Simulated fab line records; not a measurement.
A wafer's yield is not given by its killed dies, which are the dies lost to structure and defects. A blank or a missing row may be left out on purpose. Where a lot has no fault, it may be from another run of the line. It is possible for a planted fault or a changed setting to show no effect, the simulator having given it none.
fab line records	flow gf180mcu
record: lots: 13	wafers: 39	last-day: 34
route steps=602 shown V3@454 V5@541 TOP_METAL@583
lots that met no fault: taken from a fault-free run of the same line
start-h: start of the lot's first displayed wafer, in hours after the record's first day	wait-h: hours since the lot's step before	" identical to the entry in the row above	L1.1+2: a single row standing in for several wafers	- either no value or no given start	* or withheld: withheld	< > ~ a bound
route shown NAME@n: NAME is a module with steps in the file, n the number in the route of the first one	usual: mean/standard deviation of fault-free wafers	same: alike in all rows	chamber/n: place in a boat	sites: readings site by site	_std_site: their standard deviation	_edge_site: outer sites' mean less inner sites'	radius-mm: how far each site lies from the wafer's centre	mask NAME#n: copy n	behind: the most recent tool/chamber to have shaped the wafer	hold: cause of the lot's hold/its duration in hours/its outcome	device: which transistor (n, p or np) failed to switch	end of line: the tests these same wafers got at the end of their route	a step without rows: its recipe alone	killed: count of dies lost to structure and defects at first sort (not the wafer's yield)	map: a wafer's dies, x killed, . not, _ none there
set.NAME: setting as actually run; set.NAME@STEP: the setting as run at that earlier step	model.NAME: the simulator's own value behind a step, which no gauge read
route steps across a sampled set of lots; one table per step, one row per wafer
services: the hour from which a tool's chamber was out of use, counted from the record's first day as start-h (under 0 if before that day), plus the number of hours and why
== steps ==
step: GF_V3_THK_MEAS_25
recipe: thk-meas-gauge: xrf	reads: W_of_V3_CVD_23
usual: V3_W_THK: 354/5.4
lot.wafer	tool	chamber	start-h	wait-h	V3_W_THK[nm]
L695.4	film-metro-01	-	508.45	0.1	350
L695.5	"	-	"	"	349
L695.6	"	-	"	"	353
L696.2	film-metro-04	-	510.00	0.1	352
L696.3	"	-	"	"	347
L696.6	"	-	"	"	350
L697.1	film-metro-01	-	526.46	0.1	360
L697.3	"	-	"	"	356
L697.4	"	-	"	"	350
L699.1	film-metro-04	-	546.55	0.1	347
L699.2	"	-	"	"	349
L699.5	"	-	"	"	350
L700.1	film-metro-04	-	553.09	0.1	355
L700.2	"	-	"	"	349
L700.6	"	-	"	"	349
L701.1	film-metro-01	-	565.19	0.1	366
L701.5	"	-	"	"	371
L701.6	"	-	"	"	356
L706.4	film-metro-04	-	600.26	0.1	351
L706.5	"	-	"	"	352
L706.6	"	-	"	"	347
L713.1	film-metro-04	-	663.22	0.1	350
L713.2	"	-	"	"	346
L713.6	"	-	"	"	358
L714.2	film-metro-02	-	671.80	0.1	357
L714.3	"	-	"	"	354
L714.4	"	-	"	"	364
L715.4	film-metro-01	-	677.40	0.1	356
L715.5	"	-	"	"	357
L715.6	"	-	"	"	352
L716.3	film-metro-04	-	683.40	0.1	353
L716.4	"	-	"	"	348
L716.5	"	-	"	"	346
L717.1	film-metro-02	-	685.74	0.1	354
L717.4	"	-	"	"	356
L717.5	"	-	"	"	349
L718.2	film-metro-02	-	696.62	0.1	359
L718.4	"	-	"	"	360
L718.6	"	-	"	"	360
step: GF_V5_THK_MEAS_01
recipe: reads: SiO2_of_V5_CVD_00
usual: V5_CVD_00_THK: 299.0/2.5
lot.wafer	tool	chamber	start-h	wait-h	V5_CVD_00_THK[nm]
L695.4	film-metro-04	-	603.36	0.0	304.5
L695.5	"	-	"	"	299.8
L695.6	"	-	"	"	303.2
L696.2	film-metro-04	-	605.13	0.0	299.4
L696.3	"	-	"	"	296.8
L696.6	"	-	"	"	296.7
L697.1	film-metro-04	-	619.89	0.0	299.9
L697.3	"	-	"	"	300.2
L697.4	"	-	"	"	301.8
L699.1	film-metro-02	-	637.64	0.0	300.5
L699.2	"	-	"	"	302.6
L699.5	"	-	"	"	304.2
L700.1	film-metro-04	-	642.97	0.0	296.6
L700.2	"	-	"	"	296.1
L700.6	"	-	"	"	297.8
L701.1	film-metro-02	-	654.25	0.0	297.1
L701.5	"	-	"	"	295.3
L701.6	"	-	"	"	298.7
L706.4	film-metro-04	-	684.49	0.0	300.7
L706.5	"	-	"	"	298.4
L706.6	"	-	"	"	300.8
L713.1	film-metro-01	-	740.30	0.0	297.0
L713.2	"	-	"	"	300.9
L713.6	"	-	"	"	300.1
L714.2	film-metro-01	-	748.12	0.0	299.7
L714.3	"	-	"	"	297.6
L714.4	"	-	"	"	297.5
L715.4	film-metro-04	-	753.84	0.0	298.5
L715.5	"	-	"	"	294.9
L715.6	"	-	"	"	297.2
L716.3	film-metro-04	-	758.21	0.0	295.9
L716.4	"	-	"	"	297.6
L716.5	"	-	"	"	301.1
L717.1	film-metro-02	-	759.60	0.0	297.4
L717.4	"	-	"	"	298.0
L717.5	"	-	"	"	294.7
L718.2	film-metro-02	-	768.51	0.0	295.5
L718.4	"	-	"	"	299.1
L718.6	"	-	"	"	295.5
step: GF_V5_ETCH_16
recipe: chemistry: N2/H2	target-depth-a: withheld	overetch-a: withheld	time-s: withheld	target: BARC	ion-energy-ev: 200	source-w: 500	bias-w: 100	pressure-mtorr: 30	n2-flow-sccm: 100	h2-flow-sccm: 200
usual: chamber-pressure-mTorr: 29.999/0.026	drypump-motor-current-A: 5.7/0.43	oes-product-au: 0.855/0.0047	throttle-valve-pct: 13.225/0.0088
lot.wafer	tool	chamber	start-h	wait-h	chamber-pressure-mTorr	drypump-motor-current-A	oes-product-au	throttle-valve-pct
L695.4	rie-diel-01	0	624.69	0.0	29.989	5.8	0.849	13.226
L695.5	"	2	"	"	29.965	5.8	0.857	13.219
L695.6	"	1	"	"	29.992	5.5	0.854	13.222
L696.2	rie-diel-01	2	626.80	0.0	30.010	5.8	0.853	13.226
L696.3	"	1	"	"	29.943	5.5	0.852	13.214
L696.6	"	2	"	"	29.964	5.8	0.860	13.240
L697.1	rie-diel-03	1	640.60	0.0	29.993	5.2	0.861	13.226
L697.3	"	3	"	"	29.966	5.4	0.850	13.240
L697.4	"	2	"	"	29.985	6.0	0.869	13.218
L699.1	rie-diel-03	3	657.94	0.0	29.963	5.4	0.854	13.223
L699.2	"	0	"	"	30.031	6.3	0.852	13.222
L699.5	"	2	"	"	29.981	6.0	0.861	13.214
L700.1	rie-diel-03	2	663.54	0.0	29.997	6.0	0.862	13.238
L700.2	"	3	"	"	29.974	5.4	0.858	13.217
L700.6	"	3	"	"	29.990	5.4	0.853	13.227
L701.1	rie-diel-01	2	676.00	0.0	29.959	5.8	0.852	13.225
L701.5	"	2	"	"	30.029	5.8	0.853	13.219
L701.6	"	3	"	"	29.978	5.4	0.850	13.213
L706.4	rie-diel-01	1	704.09	0.0	29.995	5.5	0.855	13.218
L706.5	"	1	"	"	29.983	5.5	0.860	13.226
L706.6	"	0	"	"	30.009	5.8	0.860	13.224
L713.1	rie-diel-03	2	757.72	0.0	30.016	6.0	0.856	13.231
L713.2	"	1	"	"	30.003	5.2	0.860	13.208
L713.6	"	1	"	"	29.999	5.2	0.853	13.218
L714.2	rie-diel-03	2	765.49	0.0	29.996	6.0	0.853	13.216
L714.3	"	3	"	"	29.960	5.4	0.856	13.227
L714.4	"	1	"	"	29.987	5.2	0.858	13.230
L715.4	rie-diel-03	2	771.17	0.0	29.965	6.0	0.855	13.221
L715.5	"	0	"	"	30.048	6.3	0.855	13.211
L715.6	"	3	"	"	29.967	5.5	0.854	13.227
L716.3	rie-diel-01	2	774.54	0.0	29.984	5.8	0.855	13.219
L716.4	"	1	"	"	30.013	5.5	0.853	13.241
L716.5	"	3	"	"	29.991	5.4	0.861	13.225
L717.1	rie-diel-03	1	776.89	0.0	29.998	5.2	0.857	13.213
L717.4	"	0	"	"	29.968	6.3	0.855	13.230
L717.5	"	0	"	"	29.974	6.3	0.851	13.231
L718.2	rie-diel-01	2	785.39	0.0	30.014	5.8	0.858	13.221
L718.4	"	0	"	"	29.990	5.8	0.858	13.234
L718.6	"	3	"	"	29.973	5.4	0.850	13.221
step: GF_TOP_METAL_METAL_ETCH_16
recipe: chemistry: Cl2/BCl3	mask-material: NOVOLAK	target-depth-nm: 1077.5	stop-on: SiO2	pressure-mtorr: 8	icp-w: 800	bias-w: 140	Cl2_flow_sccm: 80	bcl3-flow-sccm: 40	time-s: 179.6
usual: chamber-pressure-mTorr: 8.001/0.0075	drypump-motor-current-A: 5.53/0.29	oes-product-au: 0.962/0.0065	run-length-s: 207.7/0.71	throttle-valve-pct: 28.260/0.012
lot.wafer	tool	chamber	start-h	wait-h	chamber-pressure-mTorr	drypump-motor-current-A	oes-product-au	rf-hours-counter-h	run-length-s	throttle-valve-pct
L695.4	rie-metal-01	0	646.25	0.1	8.004	5.20	0.974	-	207.5	28.242
L695.5	"	0	"	"	7.997	5.18	0.971	-	207.6	28.247
L695.6	"	1	"	"	8.004	5.66	0.968	-	207.7	28.256
L696.2	rie-metal-04	0	648.65	0.0	8.003	5.55	0.959	7	207.4	28.264
L696.3	"	1	"	"	7.993	5.21	0.967	-	207.8	28.238
L696.6	"	0	"	"	7.985	5.51	0.962	-	207.6	28.267
L697.1	rie-metal-02	1	662.20	0.0	7.992	5.83	0.955	3	207.1	28.266
L697.3	"	1	"	"	7.998	5.84	0.974	-	206.8	28.248
L697.4	"	1	"	"	8.009	5.83	0.961	-	207.3	28.246
L699.1	rie-metal-01	1	678.70	0.0	7.996	5.62	0.951	4	208.1	28.269
L699.2	"	0	"	"	8.000	5.20	0.963	7	207.2	28.274
L699.5	"	1	"	"	7.997	5.63	0.953	-	207.9	28.282
L700.1	rie-metal-04	0	683.42	0.0	7.995	5.58	0.975	8	207.3	28.265
L700.2	"	1	"	"	7.999	5.20	0.958	3	207.9	28.256
L700.6	"	0	"	"	8.001	5.51	0.964	-	207.4	28.265
L701.1	rie-metal-04	0	696.90	0.0	7.994	5.50	0.954	8	207.2	28.266
L701.5	"	0	"	"	7.980	5.52	0.954	-	207.1	28.276
L701.6	"	1	"	"	7.993	5.20	0.956	-	207.4	28.261
L706.4	rie-metal-04	1	723.63	0.1	8.002	5.20	1.001	-	189.4	28.212
L706.5	"	1	"	"	8.006	5.19	0.992	-	189.7	28.222
L706.6	"	0	"	"	8.012	5.52	0.954	-	207.8	28.258
L713.1	rie-metal-02	1	775.07	0.0	8.004	5.82	0.966	9	207.0	28.248
L713.2	"	0	"	"	8.005	6.02	0.966	1	208.2	28.260
L713.6	"	0	"	"	7.996	6.08	0.965	-	208.8	28.246
L714.2	rie-metal-02	0	782.90	0.0	8.008	6.02	0.955	2	208.3	28.252
L714.3	"	1	"	"	7.991	5.81	0.962	-	207.4	28.283
L714.4	"	0	"	"	7.988	6.04	0.964	-	208.1	28.248
L715.4	rie-metal-01	0	788.70	0.1	8.009	5.21	0.964	-	207.3	28.259
L715.5	"	0	"	"	8.010	5.20	0.961	-	207.4	28.251
L715.6	"	1	"	"	7.992	5.66	0.958	-	207.8	28.259
L716.3	rie-metal-01	0	792.28	0.1	8.004	5.21	0.964	-	207.5	28.263
L716.4	"	1	"	"	7.996	5.66	0.965	-	207.8	28.253
L716.5	"	0	"	"	7.997	5.21	0.972	-	207.4	28.238
L717.1	rie-metal-01	1	794.35	0.0	7.987	5.64	0.961	9	207.6	28.260
L717.4	"	0	"	"	8.001	5.19	0.962	-	207.2	28.273
L717.5	"	0	"	"	7.994	5.19	0.962	-	207.3	28.258
L718.2	rie-metal-01	0	802.12	0.0	8.006	5.21	0.964	13	208.0	28.245
L718.4	"	0	"	"	7.999	5.19	0.963	-	207.5	28.266
L718.6	"	1	"	"	8.019	5.64	0.965	-	208.0	28.250
step: GF_TOP_METAL_STRIP_17
recipe: chemistry: O2/N2	power-w: 1400	pressure-mtorr: 1500	platen-temp-c: 250	o2-flow-sccm: 3000	n2-flow-sccm: 300	overash-fraction: 0.5
usual: chamber-pressure-mTorr: 1500.1/1.5	drypump-motor-current-A: 5.5/0.45	heater-power-w: 326/34	oes-product-au: 0.710/0.0047	strip-time-to-endpoint-s: 13.45/0.082
lot.wafer	tool	chamber	start-h	wait-h	chamber-pressure-mTorr	drypump-motor-current-A	heater-power-w	oes-product-au	rf-hours-counter-h	strip-time-to-endpoint-s
L695.4	plasma-asher-02	0	646.40	0.1	1499.6	5.3	313	0.717	-	13.45
L695.5	"	1	"	"	1499.7	5.0	334	0.716	-	13.36
L695.6	"	0	"	"	1499.4	5.3	322	0.706	-	13.48
L696.2	plasma-asher-02	1	648.82	0.1	1499.8	5.0	336	0.709	54	13.45
L696.3	"	0	"	"	1502.2	5.3	324	0.711	-	13.46
L696.6	"	1	"	"	1501.9	5.0	330	0.715	-	13.37
L697.1	plasma-asher-04	1	662.54	0.3	1500.7	5.1	314	0.707	92	13.48
L697.3	"	0	"	"	1500.5	5.9	276	0.704	-	13.46
L697.4	"	1	"	"	1501.7	5.1	324	0.712	-	13.45
L699.1	plasma-asher-01	1	678.87	0.1	1499.3	5.6	406	0.707	102	13.48
L699.2	"	0	"	"	1501.3	6.3	330	0.712	102	13.49
L699.5	"	0	"	"	1500.0	6.3	337	0.710	-	13.53
L700.1	plasma-asher-01	1	683.60	0.1	1499.0	5.6	398	0.720	103	13.35
L700.2	"	0	"	"	1501.5	6.3	335	0.719	103	13.32
L700.6	"	0	"	"	1498.3	6.3	335	0.703	-	13.36
L701.1	plasma-asher-02	0	697.07	0.1	1500.4	5.2	321	0.703	60	13.52
L701.5	"	1	"	"	1499.3	5.0	338	0.713	-	13.57
L701.6	"	0	"	"	1501.8	5.3	330	0.701	-	13.56
L706.4	plasma-asher-01	1	723.78	0.1	1501.8	5.6	397	0.716	-	13.91
L706.5	"	0	"	"	1500.5	6.3	330	0.706	-	13.93
L706.6	"	1	"	"	1501.6	5.6	407	0.706	-	13.46
L713.1	plasma-asher-02	0	775.25	0.1	1502.7	5.3	315	0.714	68	13.24
L713.2	"	1	"	"	1502.1	5.0	335	0.706	68	13.38
L713.6	"	1	"	"	1499.7	5.0	334	0.710	-	13.40
L714.2	plasma-asher-04	1	783.07	0.1	1500.8	5.1	316	0.716	106	13.36
L714.3	"	1	"	"	1503.1	5.1	314	0.711	-	13.24
L714.4	"	0	"	"	1498.1	5.8	278	0.706	-	13.37
L715.4	plasma-asher-02	0	788.85	0.1	1498.8	5.3	312	0.707	-	13.54
L715.5	"	0	"	"	1498.8	5.4	320	0.714	-	13.54
L715.6	"	1	"	"	1500.7	5.0	336	0.704	-	13.53
L716.3	plasma-asher-02	0	792.43	0.1	1500.9	5.4	318	0.717	-	13.56
L716.4	"	1	"	"	1497.3	5.0	345	0.711	-	13.53
L716.5	"	0	"	"	1497.2	5.3	320	0.704	-	13.54
L717.1	plasma-asher-04	1	794.52	0.1	1502.2	5.1	315	0.710	108	13.49
L717.4	"	0	"	"	1500.0	5.9	277	0.708	-	13.39
L717.5	"	1	"	"	1500.5	5.1	318	0.710	-	13.44
L718.2	plasma-asher-04	1	802.30	0.1	1500.0	5.1	323	0.716	108	13.54
L718.4	"	1	"	"	1502.1	5.1	318	0.708	-	13.48
L718.6	"	0	"	"	1502.3	5.9	281	0.705	-	13.51
== services ==
tool	chamber	start-h	hours	kind
rie-metal-01	-	635.24	1.3	repair
rie-metal-02	0	653.38	12.4	repair
rie-metal-04	1	657.86	1.6	repair
plasma-asher-01	-	661.83	0.9	repair
plasma-asher-02	-	718.16	14.6	pm
rie-metal-02	0	723.52	-	clean
rie-metal-02	0	723.52	22.3	scheduled-down
rie-metal-02	0	723.52	22.3	vent-cycle
plasma-asher-01	-	733.75	9.0	pm
plasma-asher-01	0	733.75	9.0	vent-cycle
plasma-asher-01	1	733.75	9.0	vent-cycle
plasma-asher-01	0	742.75	-	clean
plasma-asher-01	1	742.75	-	clean
rie-diel-01	2	746.13	8.9	repair
rie-diel-01	1	752.07	8.5	repair
rie-diel-03	0	752.49	5.7	repair
plasma-asher-01	-	756.30	14.6	pm
rie-metal-01	-	764.21	0.8	repair
plasma-asher-01	-	774.67	1.5	repair
rie-diel-01	3	776.92	1.6	repair
== key ==
first-sign: step: GF_TOP_METAL_METAL_ETCH_16	reading: run-length-s	direction: down	sigmas: 26	usual: *	struck: *
effect: step: GF_TOP_METAL_METAL_ETCH_16	reading: oes-product-au	direction: up	sigmas: 5.2	usual: 0.962	struck: 0.997
effect: step: GF_TOP_METAL_STRIP_17	reading: strip-time-to-endpoint-s	direction: up	sigmas: 5.7	usual: *	struck: *
met-at GF_TOP_METAL_METAL_ETCH_16
struck-lots L706
struck-wafers L706.4,L706.5
sort-left-out L706.4,L706.5
not-acting-at GF_V3_THK_MEAS_25,GF_V5_THK_MEAS_01,GF_V5_ETCH_16
onset-between 696.90 723.63
fault: kind: process-parameter-drift	tool: rie-metal-04	chamber: -	onset-h: 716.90	steps: GF_TOP_METAL_METAL_ETCH_16	channel: time-s	offset: *	shape: step	end-h: 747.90	scope: struck-wafers-only	acts-in: *	stated: *
sort-left-out: the simulated sort isn't trusted on such a fault, so these wafers' sort isn't shown, and their yield isn't known
